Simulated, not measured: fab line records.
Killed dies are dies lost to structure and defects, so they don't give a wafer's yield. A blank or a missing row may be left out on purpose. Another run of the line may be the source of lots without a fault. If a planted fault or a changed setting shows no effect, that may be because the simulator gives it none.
Comparing a struck lot with a sound one || flow sky130 || 16 steps out of a route of 708
Sound: these wafers, L347.4, L347.5, L347.6. Struck: wafer L359.6 (left out: L359.1, L359.5 of the same lot, which were not struck); the cause appears at the end.
Each step with rows lists, per side, the tool, then ch with its chambers, then its first start. Under that, the readings that differ: sound wafers || struck wafers || difference of the means || sigmas: that difference in standard deviations of wafers without a fault.
alike: words and numbers the same on both sides, and readings whose means are apart by under 2 such deviations; not compared: readings that were withheld, readings missing a value for some wafer, numbers with overlapping values and no deviation given by the record, and bounds like >300 which may hide the same value.
Wherever a step has rows on one side only, a row that says differs or no value, or a row with sigmas, the two part there. When numbers do not overlap yet have no deviation, they are printed without sigmas and do not part them. A reading that every wafer of one side lacks parts them only if that side has two wafers or more.

first, 7 steps without rows for these wafers: SKY_METAL4_HMDS_06 (prime time 60 s); SKY_METAL4_COAT_07 (resist thk 60 nm); SKY_METAL4_COAT_08 (resist thk 1140 nm); SKY_METAL4_SOFTBAKE_09 (time 90 s); SKY_METAL4_EXPOSE_10 (exposes mask MM4, target cd 300 nm); SKY_METAL4_PEB_11; SKY_METAL4_DEVELOP_12 (develop time 60 s).
SKY_METAL4_CD_MEAS_13 targets a cd of 300 nm.
  sound on cd_sem-02, day 43 07:48; struck on cd_sem-02, day 46 15:29
  alike: cd_nm
SKY_METAL4_OVL_MEAS_14:
  sound on overlay-01, day 43 07:53; struck on overlay-02, day 46 15:37
  alike: METAL4_OVL
SKY_METAL4_DESCUM_15: chemistry O2, time 8 s.
  sound on rie_metal-02 ch 0, day 43 07:56; struck on rie_metal-02 ch 0, day 46 15:38
  alike: drypump_motor_current_A, oes_product_au, rf_fwd_power_W
  not compared: rf_hours_counter_h
SKY_METAL4_ETCH_16: etches BARC in N2/H2, stops on SiO2, time 88.2 s, target depth 60 nm.
  sound on rie_metal-02 ch 0, day 43 08:04; struck on rie_metal-02 ch 0, day 46 15:41
  alike: drypump_motor_current_A, oes_product_au, rf_fwd_power_W, throttle_valve_pct
  not compared: rf_hours_counter_h
SKY_METAL4_ETCH_17: etches SiO2 in C4F8/O2/Ar, stops on TiN, time 3.9 s, target depth 15 nm.
  sound on rie_diel-03 ch 1,2, day 43 08:10; struck on rie_diel-02 ch 3, day 46 15:46
  alike: oes_product_au, rf_fwd_power_W
  not compared: rf_hours_counter_h
SKY_METAL4_METAL_ETCH_18: etches the open film in Cl2/BCl3, stops on SiO2, target depth 845 nm, time 183.1 s.
  sound on rie_metal-03 ch 0,1, day 43 08:14; struck on rie_metal-03 ch 0, day 46 15:47
{"reading": "oes_product_au (a.u.)", "sound": "0.859 0.863 0.862", "struck": 0.930, "difference": "+0.069", "sigmas": "+12"}
{"reading": "over_etch_frac", "sound": "0.3 0.3 0.3", "struck": 0.17342, "difference": -0.12658, "sigmas": ""}
{"reading": "model.KrF-thick_of_METAL4_COAT_08.thk_nm (nm)", "sound": "540.8 538.4 509.2", "struck": 572.9, "difference": "+43.4", "sigmas": ""}
{"reading": "model.SiO2_of_VIA3_HDPCVD_00.thk_nm (nm)", "sound": "436.4 435.7 437.3", "struck": 439.3, "difference": "+2.8", "sigmas": ""}
  alike: drypump_motor_current_A, rf_fwd_power_W, throttle_valve_pct
  not compared: rf_hours_counter_h
SKY_METAL4_STRIP_19: strips in O2/N2.
  sound on plasma_asher-01 ch 0,1, day 43 08:23; struck on plasma_asher-01 ch 1, day 46 15:58
{"reading": "strip_time_to_endpoint_s (s)", "sound": "6.65 6.65 6.38", "struck": 6.99, "difference": "+0.43", "sigmas": "+3"}
  alike: drypump_motor_current_A, oes_product_au
  not compared: rf_hours_counter_h
then, 1 step without rows for these wafers: SKY_METAL4_STRIP_20 (strips in post etch residue remover, time 1200 s).
SKY_PAD_OPEN_PROBE_99:
  sound wafers here have rows in the record (prober-02, day 47 03:34); struck ones have none

## WHERE THEY PART
First at SKY_METAL4_METAL_ETCH_18; last, within this record, at SKY_PAD_OPEN_PROBE_99.

WHY: what had been put in by the simulator
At SKY_METAL4_METAL_ETCH_18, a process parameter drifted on rie_metal-03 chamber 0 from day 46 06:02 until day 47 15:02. Setting over_etch_frac, moved by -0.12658, from 0.3. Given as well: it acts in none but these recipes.
